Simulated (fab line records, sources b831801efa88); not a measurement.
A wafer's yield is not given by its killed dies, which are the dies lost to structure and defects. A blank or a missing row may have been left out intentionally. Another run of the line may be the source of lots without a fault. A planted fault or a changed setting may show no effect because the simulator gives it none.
One fault seen from 2 desks / flow sky130 / every desk sees just its own numbers, and what lay behind them comes last

THE TOOL OWNER'S DESK: cvdW-02
The tool's own readings at SKY_VIA4_CVD_18 (deposits W, target thk 505 nm, time 152.14 s): means of the sampled wafers that have a number, for each lot that ran on this tool. Marked OUT: a lot whose mean sits more than 4 standard deviations from the usual mean, which makes it out of limits; the brackets give that distance.
Columns: A = heaterPowerW at SKY_VIA4_CVD_18, usual 861 W
lot=L250; first seen here=day 44 10:34; A=826
lot=L254; first seen here=day 45 04:35; A=816
lot=L255; first seen here=day 45 06:47; A=884
lot=L257; first seen here=day 45 19:22; A=821
lot=L258; first seen here=day 46 03:39; A=822
lot=L269; first seen here=day 48 18:44; A=827
This desk found nothing out of limits on any of the 6 lots.

FROM THE METROLOGY DESK
What the gauges read for every lot (on any tool): the sampled wafers with a number, averaged. Marked OUT: a lot whose mean sits more than 4 standard deviations from the usual mean, which makes it out of limits; the brackets give that distance.
Columns: A = VIA4_W_RS at SKY_VIA4_RS_MEAS_19, usual 0.2270 ohm/sq; B = VIA4_W_THK at SKY_VIA4_THK_MEAS_20, usual 529 nm
lot=L250; first seen here=day 44 10:43; A=0.2287; B=520
lot=L251; first seen here=day 44 13:19; A=0.2271; B=526
lot=L253; first seen here=day 45 01:44; A=0.2283; B=525
lot=L254; first seen here=day 45 04:44; A=0.2289; B=521
lot=L255; first seen here=day 45 06:56; A=0.2268; B=528
lot=L257; first seen here=day 45 19:31; A=0.2731 (+26) OUT; B=464 (-10) OUT
lot=L258; first seen here=day 46 03:48; A=0.3137 (+48) OUT; B=403 (-20) OUT
lot=L269; first seen here=day 48 18:54; A=0.2241; B=539
lot=L268; first seen here=day 48 19:01; A=0.2282; B=526
lot=L270; first seen here=day 49 03:20; A=0.2273; B=533
lot=L271; first seen here=day 49 05:07; A=0.2278; B=530
lot=L272; first seen here=day 49 14:29; A=0.2295; B=527
This desk's finding: out of limits on L257, L258; first on L257, day 45 19:31 (VIA4_W_RS at SKY_VIA4_RS_MEAS_19). L250, L251, L253, L254, L255, L269, L268, L270, L271, L272: within limits.

BROUGHT TOGETHER
The metrology desk could have raised an alarm at day 45 19:31, on L257, L258.
The tool owner's desk saw nothing out of limits.
The tool owner's desk has L257, L258 on record, within its limits.
All the named lots went through SKY_VIA4_CVD_18 on cvdW-02.

WHAT THE SIMULATOR HAD INSERTED
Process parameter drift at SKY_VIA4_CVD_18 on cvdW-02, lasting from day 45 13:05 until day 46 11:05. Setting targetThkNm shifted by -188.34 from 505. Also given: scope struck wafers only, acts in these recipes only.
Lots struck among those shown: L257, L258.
Hours from the fault's start to each desk's first reading out of limits: the metrology desk, 6.
